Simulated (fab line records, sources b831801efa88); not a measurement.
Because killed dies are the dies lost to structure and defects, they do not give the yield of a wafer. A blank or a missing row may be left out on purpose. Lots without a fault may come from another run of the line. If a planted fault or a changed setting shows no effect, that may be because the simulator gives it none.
Which tool did it? / flow sky130 / 36 wafers sampled from 12 lots at 1 step of a route of 708

== WHAT THE GAUGES SHOWED, per wafer ==
SKY_RES_PROTECT_TW_MEAS_08.
lot=L076; measured=day 16 04:09; on=film-metro-01; POLY_GATE_TW=3944 3950 3940
lot=L077; measured=day 16 16:12; on=film-metro-02; POLY_GATE_TW=4050 4069 4081
lot=L080; measured=day 17 02:04; on=film-metro-01; POLY_GATE_TW=3953 3962 3957
lot=L081; measured=day 17 20:16; on=film-metro-04; POLY_GATE_TW=3983 3976 3995
lot=L082; measured=day 18 11:55; on=film-metro-02; POLY_GATE_TW=4054 4041 4038
lot=L085; measured=day 19 15:47; on=film-metro-02; POLY_GATE_TW=4117 4100 4126
lot=L087; measured=day 20 02:11; on=film-metro-02; POLY_GATE_TW=4053 4050 4082
lot=L089; measured=day 21 02:47; on=film-metro-04; POLY_GATE_TW=3976 3962 3987
lot=L091; measured=day 21 10:14; on=film-metro-02; POLY_GATE_TW=4096 4111 4083
lot=L093; measured=day 22 06:41; on=film-metro-02; POLY_GATE_TW=4116 4102 4098
lot=L096; measured=day 24 15:07; on=film-metro-04; POLY_GATE_TW=3992 3988 3974
lot=L095; measured=day 24 18:02; on=film-metro-04; POLY_GATE_TW=3984 3977 4013

== TOOL THAT RAN EACH LOT (tool first, then ch and the chambers of the sampled wafers, then the start) ==
The record shows no process step preceding these readings.

== THE ANSWER, worked out from the rows above alone ==
Rule: the lots themselves supply what counts as usual. Put in order of their means at a reading, lots are off if they are a third of the lots or fewer, leave a main group of 4 or more, and stand apart from it by a gap of 3 or more times the standard deviation of the main group's means; of several such gaps the widest counts. A main group is skipped when, at the precision printed for the reading in the tables above, its means are all equal. A lot without any number at a reading at which 4 lots or more have one is off too. All remaining lots with rows at the step are treated as sound.
No lot is off at any reading shown: from this, nothing can be told.

== WHAT WAS PUT IN BY THE SIMULATOR ==
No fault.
